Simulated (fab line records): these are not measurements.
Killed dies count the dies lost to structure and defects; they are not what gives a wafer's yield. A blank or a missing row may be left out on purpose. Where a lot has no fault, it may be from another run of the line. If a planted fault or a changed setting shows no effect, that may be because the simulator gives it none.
Code-filled problem report in 8D (eight disciplines) form | flow sky130 | the parts of the form that need people (team, actions taken, sign-off) are left out

1. PROBLEM STATEMENT
Mean CONTACT_HDPCVD_THK at SKY_CONTACT_THK_MEAS_03: 477 nm over 3 wafers in 2 lots; fault-free wafers: 564 nm, standard deviation 5. Measured from the usual mean, that is -17 standard deviations.
The first sign was on wafer L521.3 at day 35 15:20, on film_metro-01. At this step, 35 wafers from 12 lots have a number in the record. Rule for "out", or "out of limits": more than 4 standard deviations from the usual mean. All remaining wafers that have a number are taken as sound.

2. WHAT IT IS; WHAT IT IS NOT
question                    | is                           | is not
which readings at this step | CONTACT_HDPCVD_THK           | -
which lots                  | L521, L522                   | L505, L506, L507, L508, L509, L510, L511, L512, L526, L528
which wafers of those lots  | L521.3, L521.5, L522.5       | L521.4, L522.2
read on which gauges        | film_metro-01, film_metro-04 | film_metro-02
when                        | from day 35 15:20            | up to then (25 sound wafers); but 7 sound wafers of L522, L526, L528 came after

3. SUSPECTS, AND WHAT RULES EACH OUT
Counting: any tool at a process step up to the reading remains a suspect provided it ran every lot that is out. Sound lots after the first of them don't rule it out here, since some wafers of a struck lot are sound.
- the gauge at SKY_CONTACT_THK_MEAS_03 has been ruled out. The wafers that are out were read on 2 gauges (film_metro-01, film_metro-04).
- hdpcvd-01 at SKY_CONTACT_HDPCVD_02 (deposits SiO2, target thk 565 nm, time 94.2 s): kept. Every lot that is out went through it, the first being L521 (day 35 15:15); the last sound lot it ran before that was L508 (day 32 00:23). Its own readings are out on those wafers: run_length_s.
Left after counting: hdpcvd-01 at SKY_CONTACT_HDPCVD_02.

4. THE CAUSE (what the simulator had put in)
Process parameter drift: hdpcvd-01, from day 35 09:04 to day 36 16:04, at SKY_CONTACT_HDPCVD_02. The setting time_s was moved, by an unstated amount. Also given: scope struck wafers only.
After counting, this tool was the only one left.

5. SEQUENCE OF EFFECTS, ordered by route
One row per reading whose mean, taken over the struck wafers that have a number, lies over 3 standard deviations from the usual. Only readings for which the record gives a usual standard deviation are gone through. hours: the time from each lot's start at the first step in this table that gives one to its start at this step, as a median over the lots. sigmas: the change in usual standard deviations.
hours | step                    | reading            | usual   | on struck wafers | change | sigmas
0     | SKY_CONTACT_HDPCVD_02   | run_length_s       | 122.3 s | 107.3            | -15.0  | -24
0     | SKY_CONTACT_THK_MEAS_03 | CONTACT_HDPCVD_THK | 564 nm  | 477              | -87    | -17
0     | SKY_CONTACT_CMP_04      | time_to_endpoint_s | 81 s    | 52               | -29    | -8.1
Its process steps:
- SKY_CONTACT_HDPCVD_02: deposits SiO2, target thk 565 nm, time 94.2 s.
- SKY_CONTACT_CMP_04: polishes SiO2.
Later measuring or inspecting steps at which every struck wafer that the step has a row for has a number for every such reading, and none has moved that far: SKY_CONTACT_CD_MEAS_14, SKY_CONTACT_OVL_MEAS_15.

6. WHAT WOULD HAVE CAUGHT IT SOONER
6 hours passed between the start of the fault at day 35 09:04 and the first reading out of limits at a measuring or inspecting step in this record, taken at day 35 15:20.
The tool's own readings at SKY_CONTACT_HDPCVD_02 were out on every struck wafer that the step has a row for (run_length_s): an alarm limit on them would have fired on the first of those.
Among the 2 lots that are out, L522 began SKY_CONTACT_HDPCVD_02 on hdpcvd-01 after day 35 15:20. Holding the tool at that time would have saved it.
